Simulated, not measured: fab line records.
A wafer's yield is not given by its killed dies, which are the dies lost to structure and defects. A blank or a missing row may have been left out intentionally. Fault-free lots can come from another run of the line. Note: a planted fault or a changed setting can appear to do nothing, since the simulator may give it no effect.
What tool caused it? ; flow gf180mcu ; Sampling: 11 lots, 33 wafers, 5 of 602 route steps

WHAT THE GAUGES SHOWED, per wafer
GF_STI_THK_MEAS_24.
lot;measured;on;STI_CVD_23_THK (nm)
L314;day 2 11:20;film_metro-04;640 648 638
L316;day 2 18:50;film_metro-01;646 644 644
L317;day 3 00:24;film_metro-01;641 647 642
L318;day 3 05:50;film_metro-01;644 650 646
L326;day 4 23:07;film_metro-03;512 518 515
L327;day 5 03:08;film_metro-03;516 512 517
L328;day 5 08:16;film_metro-03;650 655 646
L333;day 6 12:20;film_metro-04;650 651 647
L334;day 6 15:13;film_metro-01;652 663 652
L335;day 6 21:11;film_metro-01;661 650 648
L336;day 7 03:47;film_metro-01;648 641 649

GF_LVPWELL_TW_MEAS_11.
lot;measured;on;LVPWELL_TW
L314;day 4 05:34;film_metro-01;554.8 555.4 555.9
L316;day 4 13:25;film_metro-04;554.3 555.2 554.3
L317;day 4 19:00;film_metro-01;553.1 554.3 557.6
L318;day 5 01:13;film_metro-02;557.9 560.6 558.3
L326;day 6 22:34;film_metro-02;560.9 557.5 558.9
L327;day 7 03:25;film_metro-02;556.2 556.2 556.7
L328;day 7 08:23;film_metro-04;555.9 554.1 557.2
L333;day 8 15:04;film_metro-02;553.2 553.2 555.1
L334;day 8 19:29;film_metro-04;556.4 552.2 552.6
L335;day 9 01:20;film_metro-02;557.1 556.8 558.1
L336;day 9 07:57;film_metro-02;557.7 558.0 558.2

WHICH TOOL RAN EACH LOT (tool, then ch and the chambers of the sampled wafers, then the start)
lot;GF_STI_CVD_23;GF_STI_CMP_25;GF_DNWELL_STRIP_08
L314;hdpcvd-01 ch 0,1,2, day 2 11:16;cmp-02 ch 1,2,3, day 2 11:30;plasma_asher-03 ch 0,1, day 3 02:52
L316;hdpcvd-01 ch 0,1,2, day 2 18:45;cmp-02 ch 1,2,3, day 2 18:59;plasma_asher-01 ch 0,1, day 3 09:58
L317;hdpcvd-01 ch 0,1, day 3 00:20;cmp-02 ch 0,1,3, day 3 00:28;plasma_asher-03 ch 0,1, day 3 15:13
L318;hdpcvd-01 ch 0,1,2, day 3 05:45;cmp-01 ch 1,3, day 3 05:53;plasma_asher-01 ch 0,1, day 3 21:41
L326;hdpcvd-01 ch 0,1, day 4 23:02;cmp-02 ch 0,1,3, day 4 23:19;plasma_asher-01 ch 0,1, day 5 16:01
L327;hdpcvd-01 ch 1,2, day 5 03:03;cmp-02 ch 2,3, day 5 03:14;plasma_asher-01 ch 0,1, day 5 19:56
L328;hdpcvd-02 ch 0,1,2, day 5 08:12;cmp-01 ch 0,1,3, day 5 08:26;plasma_asher-03 ch 0,1, day 6 01:20
L333;hdpcvd-02 ch 0,1,2, day 6 12:15;cmp-02 ch 1,2,3, day 6 12:29;plasma_asher-01 ch 0,1, day 7 05:55
L334;hdpcvd-02 ch 0,1,2, day 6 15:09;cmp-01 ch 2,3, day 6 15:14;plasma_asher-01 ch 0,1, day 7 10:20
L335;hdpcvd-02 ch 0,1,2, day 6 21:05;cmp-02 ch 2,3, day 6 21:37;plasma_asher-04 ch 0,1, day 7 15:41
L336;hdpcvd-02 ch 0,1,2, day 7 03:42;cmp-02 ch 1,2,3, day 7 03:50;plasma_asher-01 ch 0,1, day 7 22:07
- GF_STI_CVD_23: deposits SiO2, target thk 650 nm, time 108.3 s.
- GF_STI_CMP_25: polishes, stops on Si3N4, t overpolish 33 s, target thk 524.6 nm.
- GF_DNWELL_STRIP_08: strips in O2/N2.

AS READ BY THE TOOLS THEMSELVES (means over the sampled wafers that have a number; for cases with no such wafer, the mark the record gives instead)
GF_STI_CVD_23.
lot;tool;pressure_mtorr (mTorr);sih4_flow_sccm (sccm)
L314;hdpcvd-01;6.004;59.86
L316;hdpcvd-01;5.992;59.92
L317;hdpcvd-01;5.997;59.85
L318;hdpcvd-01;5.998;59.84
L326;hdpcvd-01;5.996;48.17
L327;hdpcvd-01;6.001;47.91
L328;hdpcvd-02;6.006;59.91
L333;hdpcvd-02;5.996;59.97
L334;hdpcvd-02;6.013;60.00
L335;hdpcvd-02;5.992;60.12
L336;hdpcvd-02;5.994;59.82

GF_STI_CMP_25.
lot;tool;edge_zone_pressure_frac;motor_current_A (A);time_to_endpoint_s (s)
L314;cmp-02;1.001;11.8;118
L316;cmp-02;1.002;12.1;127
L317;cmp-02;0.998;11.0;124
L318;cmp-01;0.999;12.6;123
L326;cmp-02;1.004;11.4;99
L327;cmp-02;1.004;12.5;102
L328;cmp-01;0.998;12.0;117
L333;cmp-02;0.997;11.9;126
L334;cmp-01;0.999;12.3;115
L335;cmp-02;1.001;11.3;129
L336;cmp-02;0.995;12.0;126

GF_DNWELL_STRIP_08.
lot;tool;drypump_motor_current_A (A);heater_power_w (W);oes_product_au (a.u.);strip_time_to_endpoint_s (s)
L314;plasma_asher-03;5.3;337;0.723;37.03
L316;plasma_asher-01;5.9;300;0.722;36.99
L317;plasma_asher-03;5.6;349;0.725;37.05
L318;plasma_asher-01;5.9;296;0.724;37.00
L326;plasma_asher-01;6.1;292;0.726;37.28
L327;plasma_asher-01;6.1;288;0.717;37.02
L328;plasma_asher-03;5.2;332;0.725;36.89
L333;plasma_asher-01;5.9;297;0.723;36.96
L334;plasma_asher-01;6.0;293;0.721;37.03
L335;plasma_asher-04;5.4;326;0.721;37.01
L336;plasma_asher-01;6.1;290;0.727;36.98

THE ANSWER, worked out from the rows above alone
Rule: what is usual is taken from the lots themselves. The widest of any qualifying gaps counts: lots, ordered by their means at a reading, are off when they make up no more than a third of the lots, leave a main group of 4 or more, and stand apart from it by 3 or more times the standard deviation of that group's means. The tables above print the reading to a certain number of digits; a main group whose means all agree to those digits is not used. A lot without any number at a reading at which 4 lots or more have one is off too. Any other lot the step has rows for is counted as sound. First the gauges in route order, then the tools' own readings, where a lot's mean is used as printed above. The first step at which some lot is off is used, and at that step the reading that is off furthest; a lot without a number counts as furthest.
Off: L326, L327, at GF_STI_THK_MEAS_24 (STI_CVD_23_THK). The main group: mean 648 nm, standard deviation 4.3.
A tool fits if, at a process step before that reading, it ran every lot that is off, and no sound lot after the first of them. The gauges at GF_STI_THK_MEAS_24 aren't tried: what is off there is off at GF_STI_CVD_23 too, on other tools, and a gauge's error can't cause that. One fits: hdpcvd-01 at GF_STI_CVD_23. A fault onset in the window from L318 (day 3 05:45, its last sound lot) to L326 (day 4 23:02, its first lot off) fits.
The tool's own readings at GF_STI_CVD_23 bear it out: on the lots that are off they differ by more than 5 times the standard deviation of the sound lots' means. sih4_flow_sccm reads 48.04 sccm there against 59.92 sccm on the sound lots.

WHAT WAS PUT IN BY THE SIMULATOR
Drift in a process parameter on hdpcvd-01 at GF_STI_CVD_23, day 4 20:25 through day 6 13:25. Setting sih4_flow_sccm, moved by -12, from 60. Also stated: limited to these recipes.
Struck lots among those shown: L326, L327. The rule above found the same.
